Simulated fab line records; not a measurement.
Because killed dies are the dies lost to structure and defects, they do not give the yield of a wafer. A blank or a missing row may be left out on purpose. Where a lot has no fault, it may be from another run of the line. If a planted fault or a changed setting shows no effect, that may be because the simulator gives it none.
Chamber matching -- flow sky130 -- 4 sister chambers for SKY_PAD_OPEN_ETCH_07 on rie_diel-02
The step etches the open film in CF4/O2, stops on AlCu, target depth 725 nm, time 161.1 s. 14 wafers are shown with their chamber, then 7 later ones without.

WAFERS WITH THEIR CHAMBER
wafer,chamber,drypump_motor_current_A (A),throttle_valve_pct (%),oes_product_au (a.u.)
L074.3,3,6.0,5.962,0.973
L074.4,1,6.3,5.960,0.989
L074.5,3,5.9,5.956,0.988
L084.1,2,5.8,5.953,0.973
L084.5,0,6.8,5.977,0.984
L084.6,3,6.0,5.973,0.994
L087.2,1,6.3,5.946,0.960
L087.3,2,5.9,5.959,0.978
L087.5,1,6.3,5.952,0.974
L088.1,1,6.3,5.956,0.970
L088.2,2,5.8,5.976,0.972
L088.4,3,6.0,5.976,0.981
L090.1,3,6.0,5.966,0.977
L090.4,0,6.7,5.963,0.978

SIGNATURES (averages over the wafers above)
reading,chamber 0,chamber 1,chamber 2,chamber 3,scatter within a chamber
drypump_motor_current_A,6.750,6.300,5.833,5.980,0.0443
throttle_valve_pct,5.97000,5.95350,5.96267,5.96660,0.00868
oes_product_au,0.98100,0.97325,0.97433,0.98260,0.00871
Rule: a wafer's distance from a chamber is the root of the sum, over the readings, of the square of ((its reading less the chamber's mean) divided by the reading's scatter). The wafer belongs to the nearest chamber; if the next one is less than 2 further off, it can't be placed. How the scatter is found: for the shown wafers, subtract from each reading the mean of its chamber, square and add these, divide the total by (wafers less chambers), then take the root.

WAFERS WITHOUT THEIR CHAMBER
wafer,drypump_motor_current_A (A),throttle_valve_pct (%),oes_product_au (a.u.)
L090.6,6.0,5.995,0.990
L093.1,6.3,5.972,0.971
L093.2,6.0,5.979,0.970
L093.5,5.8,5.978,0.964
L094.1,5.8,5.954,0.971
L094.3,6.3,5.981,0.978
L094.4,6.8,5.963,0.983

EACH ONE'S CHAMBER
wafer,from the rows above,in truth
L090.6,3,3
L093.1,1,1
L093.2,3,3
L093.5,2,2
L094.1,2,2
L094.3,1,1
L094.4,0,0
Correctly placed: 7 of 7. From these rows, 0 cannot be placed. 0 placed wrongly.
